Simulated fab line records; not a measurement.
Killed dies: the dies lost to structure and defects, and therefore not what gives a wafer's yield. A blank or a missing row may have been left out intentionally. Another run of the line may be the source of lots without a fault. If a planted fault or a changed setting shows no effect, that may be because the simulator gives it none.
fab line records	flow sky130
record: lots: 24	wafers: 72	lastDay: 50
route steps=708 shown FIELD_ISO@18 VT_ADJUST_HVTP@95 SONOS_ONO@169 POLY_CUT@316
lots that met no fault: from a run of the same line without faults
startH: start of the lot's first displayed wafer, in hours after the record's first day	waitH: time in hours since the lot's previous step	" repeats the value in the row above	L1.1+2: several wafers, shown together as one row	- no value, or no start was given	* or withheld: withheld	< > ~ a bound
route shown NAME@n: NAME is a module with steps in the file, n the number in the route of the first one	usual: average and standard deviation across the fault-free wafers	same: alike in all rows	chamber/n: place in a boat	sites: the reading at each site	_std_site: the values' standard deviation	_edge_site: outer sites' mean less inner sites'	radiusMm: for every site, how far away it sits from the centre of the wafer	mask NAME#n: copy n	behind: tool/chamber where the wafer was last shaped	hold: why the lot went on hold/how many hours it stayed there/how the hold came to an end	device: transistor that didn't switch, given as n, p or np	end of line: the same wafers' tests at the end of the route	a step without rows: its recipe alone	killed: at the first sort, the dies lost to defects and structure; wafer yield is something else	map: per-die view of a wafer (x killed, . not killed, _ where there is no die)
set.NAME: setting as actually run; set.NAME@STEP: the setting as run at that earlier step	model.NAME: the simulator's own value behind a step, which no gauge read
steps of the route over a sample of lots; a table a step, a row a wafer
services: when a tool's chamber went out of use (startH, in hours from the record's first day, below 0 if earlier), for how many hours, and the reason
== steps ==
step: SKY_FIELD_ISO_ETCH_17
recipe: targetDepthA: 3420	maskMaterial: Si3N4	chemistry: HBr/Cl2/O2	target: Si	taperDeg: 5	icpW: 600	biasW: 150	pressureMtorr: 15	HBr_flow_sccm: 150	Cl2_flow_sccm: 40	O2_flow_sccm: 6	timeS: 97.7
usual: drypumpMotorCurrentA: 6.1/0.38	oesProductAu: 0.993/0.015	rfFwdPowerW: 596.5/2.4	throttleValvePct: 25.660/0.014
lot.wafer	tool	chamber	startH	waitH	drypumpMotorCurrentA	oesProductAu	rfFwdPowerW	rfHoursCounterH	throttleValvePct
L074.3	rieSi-01	1	31.16	0.0	6.3	1.011	598.4	61	25.633
L074.5	"	1	"	"	6.3	1.009	599.9	-	25.643
L074.6	"	2	"	"	6.5	0.971	590.0	-	25.682
L075.3	rieSi-02	1	34.09	0.0	6.0	1.001	598.3	44	25.660
L075.5	"	2	"	"	5.2	0.996	594.7	-	25.655
L075.6	"	1	"	"	6.0	0.994	596.7	-	25.654
L076.2	rieSi-01	1	38.61	0.1	6.3	1.003	594.7	61	25.646
L076.4	"	0	"	"	6.1	0.998	597.7	0	25.649
L076.6	"	1	"	"	6.4	1.013	592.9	-	25.643
L077.1	rieSi-01	3	44.48	0.1	6.1	1.000	597.1	85	25.664
L077.4	"	2	"	"	6.6	0.973	593.4	131	25.670
L077.5	"	0	"	"	6.1	0.995	599.5	-	25.672
L078.1	rieSi-02	0	48.52	0.1	6.1	1.024	593.4	40	25.664
L078.4	"	2	"	"	5.2	0.996	597.3	65	25.659
L078.5	"	1	"	"	5.9	0.987	596.3	-	25.653
L079.2	rieSi-01	2	55.01	0.1	6.6	0.966	592.6	131	25.679
L079.5	"	2	"	"	6.5	0.958	591.5	-	25.663
L079.6	"	1	"	"	6.3	1.011	596.6	-	25.649
L080.1	rieSi-02	1	60.57	0.1	5.9	0.982	596.1	44	25.672
L080.3	"	2	"	"	5.2	0.985	598.5	65	25.679
L080.4	"	3	"	"	6.0	0.987	594.1	111	25.681
L081.3	rieSi-01	0	64.16	0.0	6.1	0.979	599.8	0	25.666
L081.4	"	3	"	"	6.2	0.982	596.9	86	25.674
L081.6	"	2	"	"	6.5	0.966	591.7	-	25.676
L082.3	rieSi-01	0	70.09	0.0	6.1	0.984	600.0	1	25.685
L082.4	"	2	"	"	6.5	0.958	591.8	131	25.679
L082.6	"	1	"	"	6.3	1.008	594.4	-	25.659
L083.1	rieSi-02	1	75.26	0.1	6.0	0.990	597.2	45	25.668
L083.2	"	0	"	"	6.1	1.010	598.3	41	25.635
L083.4	"	3	"	"	6.0	0.999	598.2	111	25.645
L084.1	rieSi-01	2	81.29	0.1	6.5	0.967	598.2	131	25.660
L084.2	"	0	"	"	6.1	0.993	597.9	1	25.635
L084.4	"	1	"	"	6.3	1.007	595.9	62	25.631
L085.1	rieSi-02	3	85.89	0.1	6.0	0.994	594.8	111	25.675
L085.4	"	1	"	"	5.9	0.982	597.4	45	25.671
L085.5	"	0	"	"	6.1	1.007	597.9	-	25.659
L086.2	rieSi-02	1	92.51	0.1	6.0	0.975	596.6	45	25.659
L086.4	"	2	"	"	5.2	0.992	597.6	66	25.682
L086.5	"	0	"	"	6.2	1.004	596.6	-	25.650
L087.1	rieSi-02	0	98.31	0.1	6.2	1.006	596.4	41	25.630
L087.3	"	2	"	"	5.2	0.993	595.7	66	25.659
L087.5	"	1	"	"	6.0	0.991	596.0	-	25.669
L088.1	rieSi-01	1	101.19	0.1	6.4	1.011	596.3	62	25.641
L088.3	"	3	"	"	6.1	0.989	598.9	86	25.648
L088.4	"	0	"	"	6.1	0.990	598.4	1	25.678
L089.1	rieSi-02	0	107.07	0.1	6.2	1.008	598.4	41	25.645
L089.4	"	1	"	"	6.0	0.977	594.3	45	25.675
L089.5	"	1	"	"	6.0	0.975	598.2	-	25.666
L090.1	rieSi-01	3	112.44	0.1	6.2	1.004	598.9	86	25.654
L090.4	"	0	"	"	6.1	0.989	597.2	1	25.652
L090.5	"	3	"	"	6.2	1.000	596.2	-	25.659
L091.2	rieSi-01	2	118.41	0.1	6.5	0.969	592.4	131	25.674
L091.3	"	3	"	"	6.1	0.987	600.4	86	25.665
L091.4	"	0	"	"	6.1	0.984	599.9	1	25.683
L092.4	rieSi-02	2	122.34	0.0	5.2	1.005	599.3	66	25.672
L092.5	"	3	"	"	6.0	0.988	596.3	-	25.663
L092.6	"	2	"	"	5.2	0.999	596.5	-	25.665
L093.2	rieSi-01	2	157.34	0.1	6.5	0.974	593.0	132	25.680
L093.5	"	1	"	"	6.3	1.020	597.6	-	25.639
L093.6	"	2	"	"	6.5	0.979	593.4	-	25.662
L094.3	rieSi-02	1	157.72	0.0	6.0	0.993	597.0	45	25.659
L094.4	"	0	"	"	6.2	1.026	595.3	41	25.639
L094.6	"	1	"	"	5.9	0.994	592.8	-	25.658
L096.2	rieSi-01	2	158.04	0.1	6.5	0.958	592.6	132	25.694
L096.3	"	3	"	"	6.1	0.983	599.9	86	25.662
L096.4	"	0	"	"	6.1	0.985	596.2	1	25.659
L095.1	rieSi-02	0	158.32	0.1	6.1	1.017	600.5	41	25.655
L095.3	"	3	"	"	6.0	0.989	596.2	111	25.662
L095.6	"	1	"	"	6.0	0.983	598.1	-	25.666
L097.1	rieSi-01	1	158.61	0.1	6.4	1.016	594.0	62	25.641
L097.2	"	2	"	"	6.5	0.970	594.9	132	25.666
L097.4	"	0	"	"	6.1	0.979	600.9	1	25.665
step: SKY_FIELD_ISO_THK_MEAS_25
recipe: reads: SiO2_of_FIELD_ISO_CVD_24
usual: FIELD_ISO_CVD_24_THK: 596/7.5
lot.wafer	tool	chamber	startH	waitH	FIELD_ISO_CVD_24_THK[nm]
L074.3	filmMetro-03	-	34.21	0.1	603
L074.5	"	-	"	"	590
L074.6	"	-	"	"	605
L075.3	filmMetro-01	-	36.79	0.1	600
L075.5	"	-	"	"	594
L075.6	"	-	"	"	594
L076.2	filmMetro-03	-	41.95	0.0	602
L076.4	"	-	"	"	593
L076.6	"	-	"	"	604
L077.1	filmMetro-03	-	46.13	0.0	601
L077.4	"	-	"	"	605
L077.5	"	-	"	"	599
L078.1	filmMetro-04	-	50.17	0.0	593
L078.4	"	-	"	"	602
L078.5	"	-	"	"	598
L079.2	filmMetro-01	-	59.16	0.0	589
L079.5	"	-	"	"	601
L079.6	"	-	"	"	597
L080.1	filmMetro-03	-	62.24	0.0	600
L080.3	"	-	"	"	614
L080.4	"	-	"	"	613
L081.3	filmMetro-01	-	65.85	0.1	603
L081.4	"	-	"	"	593
L081.6	"	-	"	"	589
L082.3	filmMetro-04	-	71.76	0.1	587
L082.4	"	-	"	"	604
L082.6	"	-	"	"	591
L083.1	filmMetro-04	-	77.35	0.0	591
L083.2	"	-	"	"	589
L083.4	"	-	"	"	613
L084.1	filmMetro-01	-	83.20	0.0	595
L084.2	"	-	"	"	591
L084.4	"	-	"	"	589
L085.1	filmMetro-04	-	90.35	0.0	591
L085.4	"	-	"	"	607
L085.5	"	-	"	"	598
L086.2	filmMetro-04	-	94.21	0.0	587
L086.4	"	-	"	"	586
L086.5	"	-	"	"	597
L087.1	filmMetro-01	-	99.95	0.0	596
L087.3	"	-	"	"	586
L087.5	"	-	"	"	589
L088.1	filmMetro-01	-	103.72	0.0	596
L088.3	"	-	"	"	582
L088.4	"	-	"	"	585
L089.1	filmMetro-01	-	108.72	0.0	605
L089.4	"	-	"	"	600
L089.5	"	-	"	"	600
L090.1	filmMetro-01	-	114.12	0.0	594
L090.4	"	-	"	"	592
L090.5	"	-	"	"	598
L091.2	filmMetro-01	-	120.55	0.0	592
L091.3	"	-	"	"	588
L091.4	"	-	"	"	585
L092.4	filmMetro-01	-	124.02	0.0	599
L092.5	"	-	"	"	608
L092.6	"	-	"	"	589
L097.1	filmMetro-03	-	160.51	0.0	585
L097.2	"	-	"	"	601
L097.4	"	-	"	"	588
L094.3	filmMetro-01	-	160.56	0.1	595
L094.4	"	-	"	"	579
L094.6	"	-	"	"	593
L096.2	filmMetro-04	-	160.59	0.0	594
L096.3	"	-	"	"	588
L096.4	"	-	"	"	603
L095.1	filmMetro-03	-	160.65	0.1	590
L095.3	"	-	"	"	592
L095.6	"	-	"	"	601
L093.2	filmMetro-01	-	160.66	0.0	612
L093.5	"	-	"	"	603
L093.6	"	-	"	"	596
step: SKY_VT_ADJUST_HVTP_STRIP_10
recipe: chemistry: O2/N2	powerW: 1400	pressureMtorr: 1500	platenTempC: withheld	o2FlowSccm: 3000	n2FlowSccm: 300	overashFraction: 0.5
usual: drypumpMotorCurrentA: 6.0/0.61	n2FlowSccm: 300.0/0.86	oesProductAu: 0.716/0.0044	stripTimeToEndpointS: 14.19/0.04
lot.wafer	tool	chamber	startH	waitH	drypumpMotorCurrentA	n2FlowSccm	oesProductAu	rfHoursCounterH	stripTimeToEndpointS
L074.3	plasmaAsher-03	1	126.28	0.1	5.5	300.6	0.714	-	14.15
L074.5	"	1	"	"	5.5	299.4	0.709	-	14.18
L074.6	"	0	"	"	6.6	299.3	0.714	-	14.17
L075.3	plasmaAsher-03	1	128.51	0.1	5.5	301.6	0.716	-	14.19
L075.5	"	0	"	"	6.7	300.0	0.714	-	14.25
L075.6	"	1	"	"	5.5	299.8	0.720	-	14.23
L076.2	plasmaAsher-04	0	133.23	0.1	6.5	300.3	0.710	1	14.23
L076.4	"	0	"	"	6.5	300.5	0.708	-	14.18
L076.6	"	1	"	"	5.4	299.4	0.722	-	14.23
L077.1	plasmaAsher-04	1	134.66	0.1	5.3	299.6	0.714	2	14.16
L077.4	"	1	"	"	5.3	298.8	0.714	-	14.19
L077.5	"	0	"	"	6.5	300.9	0.718	-	14.17
L078.1	plasmaAsher-03	1	139.13	0.1	5.4	301.0	0.718	31	14.27
L078.4	"	0	"	"	6.7	299.5	0.717	-	14.17
L078.5	"	0	"	"	6.6	300.8	0.710	-	14.21
L079.2	plasmaAsher-02	0	152.34	0.1	5.2	300.1	0.722	48	14.13
L079.5	"	1	"	"	6.5	300.1	0.713	-	14.17
L079.6	"	0	"	"	5.2	300.1	0.717	-	14.14
L080.1	plasmaAsher-04	1	153.59	0.1	5.4	298.8	0.717	3	14.21
L080.3	"	1	"	"	5.4	298.3	0.712	-	14.27
L080.4	"	0	"	"	6.5	301.5	0.717	-	14.24
L081.3	plasmaAsher-02	1	158.93	0.1	6.5	299.5	0.718	-	14.19
L081.4	"	0	"	"	5.2	299.8	0.721	-	14.22
L081.6	"	1	"	"	6.5	299.4	0.720	-	14.21
L082.3	plasmaAsher-02	1	164.86	0.1	6.6	299.3	0.717	-	14.18
L082.4	"	0	"	"	5.2	300.3	0.713	-	14.17
L082.6	"	1	"	"	6.6	299.7	0.714	-	14.20
L083.1	plasmaAsher-04	1	173.98	0.1	5.3	299.3	0.714	5	14.23
L083.2	"	0	"	"	6.5	299.9	0.720	5	14.21
L083.4	"	1	"	"	5.3	301.3	0.710	-	14.19
L084.1	plasmaAsher-04	1	180.57	0.1	5.3	299.2	0.715	6	14.13
L084.2	"	0	"	"	6.5	300.5	0.715	6	14.19
L084.4	"	1	"	"	5.3	300.3	0.718	-	14.17
L085.1	plasmaAsher-04	1	185.91	0.1	5.3	300.2	0.718	6	14.26
L085.4	"	1	"	"	5.3	300.4	0.718	-	14.28
L085.5	"	0	"	"	6.5	299.7	0.716	-	14.25
L086.2	plasmaAsher-02	1	192.66	0.1	6.5	300.2	0.715	52	14.17
L086.4	"	0	"	"	5.2	301.3	0.717	-	14.18
L086.5	"	1	"	"	6.5	299.6	0.720	-	14.20
L087.1	plasmaAsher-04	0	198.49	0.1	6.5	300.8	0.716	7	14.18
L087.3	"	0	"	"	6.5	299.9	0.718	-	14.20
L087.5	"	0	"	"	6.5	301.4	0.706	-	14.20
L088.1	plasmaAsher-04	1	203.61	0.1	5.4	298.9	0.713	8	14.12
L088.3	"	0	"	"	6.5	300.2	0.723	-	14.11
L088.4	"	1	"	"	5.4	300.3	0.717	-	14.15
L089.1	plasmaAsher-02	0	207.72	0.1	5.2	299.5	0.723	54	14.26
L089.4	"	0	"	"	5.2	299.5	0.719	-	14.25
L089.5	"	1	"	"	6.6	301.7	0.712	-	14.29
L090.1	plasmaAsher-02	1	214.94	0.1	6.6	299.2	0.714	54	14.25
L090.4	"	1	"	"	6.5	298.4	0.722	-	14.21
L090.5	"	1	"	"	6.5	299.0	0.719	-	14.21
L091.2	plasmaAsher-03	0	225.43	0.1	6.7	301.1	0.710	39	14.25
L091.3	"	1	"	"	5.4	299.9	0.711	-	14.17
L091.4	"	0	"	"	6.7	300.0	0.710	-	14.19
L092.4	plasmaAsher-03	1	234.21	0.1	5.5	298.8	0.715	-	14.18
L092.5	"	1	"	"	5.5	299.6	0.714	-	14.18
L092.6	"	0	"	"	6.6	300.4	0.714	-	14.15
L097.1	plasmaAsher-04	0	277.69	0.1	6.5	301.2	0.713	15	14.19
L097.2	"	1	"	"	5.3	298.3	0.708	15	14.17
L097.4	"	1	"	"	5.4	299.6	0.721	-	14.21
L094.3	plasmaAsher-03	1	277.94	0.1	5.5	299.9	0.713	-	14.23
L094.4	"	0	"	"	6.6	300.3	0.710	-	14.26
L094.6	"	1	"	"	5.4	300.3	0.725	-	14.17
L095.1	plasmaAsher-03	0	278.94	0.1	6.7	300.8	0.709	45	14.17
L095.3	"	1	"	"	5.5	299.3	0.726	-	14.16
L095.6	"	0	"	"	6.7	299.4	0.719	-	14.18
L096.2	plasmaAsher-03	1	279.61	0.1	5.5	299.9	0.717	45	14.15
L096.3	"	1	"	"	5.5	300.5	0.721	-	14.15
L096.4	"	0	"	"	6.7	298.5	0.713	-	14.12
L093.2	plasmaAsher-04	1	280.53	0.1	5.4	298.9	0.716	16	14.21
L093.5	"	1	"	"	5.3	299.4	0.724	-	14.24
L093.6	"	0	"	"	6.5	298.7	0.711	-	14.25
step: SKY_VT_ADJUST_HVTP_TW_MEAS_11
usual: VT_ADJUST_HVTP_TW: 1354/10
lot.wafer	tool	chamber	startH	waitH	VT_ADJUST_HVTP_TW
L074.3	filmMetro-02	-	126.36	0.1	1340
L074.5	"	-	"	"	1331
L074.6	"	-	"	"	1334
L075.3	filmMetro-04	-	128.60	0.1	1369
L075.5	"	-	"	"	1355
L075.6	"	-	"	"	1349
L076.2	filmMetro-03	-	133.34	0.1	1355
L076.4	"	-	"	"	1352
L076.6	"	-	"	"	1343
L077.1	filmMetro-03	-	134.76	0.1	1351
L077.4	"	-	"	"	1353
L077.5	"	-	"	"	1360
L078.1	filmMetro-03	-	139.23	0.1	1338
L078.4	"	-	"	"	1356
L078.5	"	-	"	"	1356
L079.2	filmMetro-04	-	152.45	0.1	1357
L079.5	"	-	"	"	1355
L079.6	"	-	"	"	1367
L080.1	filmMetro-04	-	153.69	0.1	1364
L080.3	"	-	"	"	1360
L080.4	"	-	"	"	1356
L081.3	filmMetro-02	-	159.01	0.1	1333
L081.4	"	-	"	"	1335
L081.6	"	-	"	"	1335
L082.3	filmMetro-02	-	164.95	0.1	1335
L082.4	"	-	"	"	1338
L082.6	"	-	"	"	1344
L083.1	filmMetro-03	-	174.08	0.1	1361
L083.2	"	-	"	"	1360
L083.4	"	-	"	"	1362
L084.1	filmMetro-04	-	180.67	0.1	1367
L084.2	"	-	"	"	1363
L084.4	"	-	"	"	1371
L085.1	filmMetro-04	-	186.01	0.1	1364
L085.4	"	-	"	"	1361
L085.5	"	-	"	"	1363
L086.2	filmMetro-04	-	192.77	0.1	1358
L086.4	"	-	"	"	1356
L086.5	"	-	"	"	1356
L087.1	filmMetro-04	-	198.59	0.1	1363
L087.3	"	-	"	"	1360
L087.5	"	-	"	"	1357
L088.1	filmMetro-04	-	203.71	0.1	1355
L088.3	"	-	"	"	1362
L088.4	"	-	"	"	1359
L089.1	filmMetro-04	-	207.82	0.1	1361
L089.4	"	-	"	"	1357
L089.5	"	-	"	"	1361
L090.1	filmMetro-04	-	215.04	0.1	1371
L090.4	"	-	"	"	1364
L090.5	"	-	"	"	1367
L091.2	filmMetro-03	-	225.54	0.1	1348
L091.3	"	-	"	"	1348
L091.4	"	-	"	"	1345
L092.4	filmMetro-03	-	234.31	0.1	1344
L092.5	"	-	"	"	1342
L092.6	"	-	"	"	1350
L097.1	filmMetro-03	-	277.79	0.1	1354
L097.2	"	-	"	"	1345
L097.4	"	-	"	"	1341
L094.3	filmMetro-04	-	278.03	0.1	1363
L094.4	"	-	"	"	1367
L094.6	"	-	"	"	1366
L095.1	filmMetro-03	-	279.04	0.1	1344
L095.3	"	-	"	"	1350
L095.6	"	-	"	"	1341
L096.2	filmMetro-04	-	279.72	0.1	1373
L096.3	"	-	"	"	1366
L096.4	"	-	"	"	1364
L093.2	filmMetro-03	-	280.64	0.1	1350
L093.5	"	-	"	"	1348
L093.6	"	-	"	"	1345
step: SKY_SONOS_ONO_THK_MEAS_01
recipe: reads: SiO2_of_SONOS_ONO_OXIDATION_00
usual: SONOS_ONO_OXIDATION_THK: 2.59/0.059
lot.wafer	tool	chamber	startH	waitH	SONOS_ONO_OXIDATION_THK[nm]
L074.3	filmMetro-03	-	251.30	0.0	2.52
L074.5	"	-	"	"	2.58
L074.6	"	-	"	"	2.53
L075.3	filmMetro-04	-	253.73	0.0	2.55
L075.5	"	-	"	"	2.54
L075.6	"	-	"	"	2.47
L076.2	filmMetro-01	-	262.73	0.0	2.44
L076.4	"	-	"	"	2.60
L076.6	"	-	"	"	2.61
L077.1	filmMetro-03	-	265.24	0.0	2.48
L077.4	"	-	"	"	2.55
L077.5	"	-	"	"	2.52
L078.1	filmMetro-03	-	270.22	0.0	2.59
L078.4	"	-	"	"	2.59
L078.5	"	-	"	"	2.69
L079.2	filmMetro-01	-	287.82	0.0	2.56
L079.5	"	-	"	"	2.58
L079.6	"	-	"	"	2.59
L080.1	filmMetro-03	-	289.76	0.0	2.53
L080.3	"	-	"	"	2.54
L080.4	"	-	"	"	2.55
L081.3	filmMetro-01	-	297.70	0.0	2.65
L081.4	"	-	"	"	2.63
L081.6	"	-	"	"	2.68
L082.3	filmMetro-03	-	303.39	0.0	2.55
L082.4	"	-	"	"	2.49
L082.6	"	-	"	"	2.56
L083.1	filmMetro-01	-	313.77	0.0	2.64
L083.2	"	-	"	"	2.56
L083.4	"	-	"	"	2.58
L084.1	filmMetro-01	-	324.39	0.0	2.49
L084.2	"	-	"	"	2.60
L084.4	"	-	"	"	2.56
L085.1	filmMetro-01	-	329.54	0.0	2.62
L085.4	"	-	"	"	2.55
L085.5	"	-	"	"	2.61
L086.2	filmMetro-01	-	339.01	0.0	2.55
L086.4	"	-	"	"	2.47
L086.5	"	-	"	"	2.54
L087.1	filmMetro-03	-	345.88	0.0	2.52
L087.3	"	-	"	"	2.57
L087.5	"	-	"	"	2.57
L088.1	filmMetro-01	-	355.40	0.0	2.64
L088.3	"	-	"	"	2.63
L088.4	"	-	"	"	2.56
L089.1	filmMetro-01	-	358.52	0.0	2.66
L089.4	"	-	"	"	2.60
L089.5	"	-	"	"	2.67
L090.1	filmMetro-01	-	368.28	0.0	2.62
L090.4	"	-	"	"	2.65
L090.5	"	-	"	"	2.58
L091.2	filmMetro-04	-	380.68	0.0	2.67
L091.3	"	-	"	"	2.67
L091.4	"	-	"	"	2.69
L092.4	filmMetro-01	-	392.18	0.0	2.62
L092.5	"	-	"	"	2.65
L092.6	"	-	"	"	2.71
L097.1	filmMetro-04	-	446.27	0.0	2.67
L097.2	"	-	"	"	2.71
L097.4	"	-	"	"	2.65
L094.3	filmMetro-01	-	448.93	0.0	2.58
L094.4	"	-	"	"	2.53
L094.6	"	-	"	"	2.61
L095.1	filmMetro-04	-	451.43	0.0	2.58
L095.3	"	-	"	"	2.51
L095.6	"	-	"	"	2.56
L093.2	filmMetro-01	-	451.44	0.0	2.60
L093.5	"	-	"	"	2.61
L093.6	"	-	"	"	2.59
L096.2	filmMetro-03	-	451.44	0.0	2.59
L096.3	"	-	"	"	2.60
L096.4	"	-	"	"	2.60
step: SKY_POLY_CUT_OVL_MEAS_09
usual: POLY_CUT_OVL: 4/4.7
lot.wafer	tool	chamber	startH	waitH	POLY_CUT_OVL[nm]
L074.3	overlay-01	-	548.96	0.1	6
L074.5	"	-	"	"	7
L074.6	"	-	"	"	4
L075.3	overlay-01	-	556.85	0.1	-1
L075.5	"	-	"	"	-2
L075.6	"	-	"	"	2
L076.2	overlay-02	-	560.85	0.1	1
L076.4	"	-	"	"	8
L076.6	"	-	"	"	1
L077.1	overlay-01	-	573.91	0.1	2
L077.4	"	-	"	"	-7
L077.5	"	-	"	"	-4
L078.1	overlay-01	-	582.81	0.1	8
L078.4	"	-	"	"	6
L078.5	"	-	"	"	-2
L079.2	overlay-01	-	599.90	0.1	3
L079.5	"	-	"	"	10
L079.6	"	-	"	"	3
L080.1	overlay-01	-	600.24	0.1	4
L080.3	"	-	"	"	3
L080.4	"	-	"	"	6
L081.3	overlay-02	-	609.11	0.1	7
L081.4	"	-	"	"	2
L081.6	"	-	"	"	2
L082.3	overlay-02	-	617.35	0.1	6
L082.4	"	-	"	"	1
L082.6	"	-	"	"	4
L083.1	overlay-02	-	630.79	0.1	10
L083.2	"	-	"	"	6
L083.4	"	-	"	"	3
L084.1	overlay-01	-	642.74	0.1	14
L084.2	"	-	"	"	13
L084.4	"	-	"	"	3
L085.1	overlay-02	-	644.84	0.1	1
L085.4	"	-	"	"	5
L085.5	"	-	"	"	4
L086.2	overlay-02	-	652.16	0.1	-1
L086.4	"	-	"	"	0
L086.5	"	-	"	"	-5
L087.1	overlay-01	-	658.10	0.1	-1
L087.3	"	-	"	"	1
L087.5	"	-	"	"	4
L088.1	overlay-02	-	668.34	0.1	-4
L088.3	"	-	"	"	2
L088.4	"	-	"	"	4
L089.1	overlay-02	-	679.76	0.1	8
L089.4	"	-	"	"	6
L089.5	"	-	"	"	3
L090.1	overlay-02	-	683.54	0.1	11
L090.4	"	-	"	"	7
L090.5	"	-	"	"	7
L091.2	overlay-02	-	696.31	0.1	1
L091.3	"	-	"	"	8
L091.4	"	-	"	"	6
L092.4	overlay-01	-	711.82	0.1	4
L092.5	"	-	"	"	5
L092.6	"	-	"	"	12
L094.3	overlay-02	-	753.90	0.1	7
L094.4	"	-	"	"	6
L094.6	"	-	"	"	10
L097.1	overlay-01	-	754.24	0.1	-5
L097.2	"	-	"	"	-1
L097.4	"	-	"	"	0
L095.1	overlay-01	-	755.25	0.1	9
L095.3	"	-	"	"	11
L095.6	"	-	"	"	5
L093.2	overlay-02	-	756.61	0.1	13
L093.5	"	-	"	"	-2
L093.6	"	-	"	"	7
L096.2	overlay-01	-	761.86	0.1	6
L096.3	"	-	"	"	2
L096.4	"	-	"	"	4
== services ==
tool	chamber	startH	hours	kind
rieSi-01	0	53.98	3.3	repair
rieSi-02	-	56.60	1.6	repair
plasmaAsher-02	-	66.00	4.8	repair
plasmaAsher-02	-	87.87	0.4	repair
plasmaAsher-02	-	92.71	2.8	pm
plasmaAsher-04	-	94.85	8.8	repair
plasmaAsher-04	-	108.75	9.0	pm
plasmaAsher-04	0	108.75	9.0	ventCycle
plasmaAsher-04	1	108.75	9.0	ventCycle
plasmaAsher-04	0	117.75	-	clean
plasmaAsher-04	1	117.75	-	clean
rieSi-01	2	161.88	-	clean
rieSi-01	2	161.88	16.8	scheduledDown
rieSi-01	2	161.88	16.8	ventCycle
rieSi-02	1	200.57	6.7	repair
rieSi-02	-	218.61	0.4	repair
rieSi-01	2	218.87	38.4	repair
rieSi-02	1	248.17	14.7	repair
rieSi-02	3	262.88	-	clean
rieSi-02	3	262.88	35.7	scheduledDown
rieSi-02	3	262.88	35.7	ventCycle
rieSi-01	1	271.01	4.0	repair
== key ==
fault none
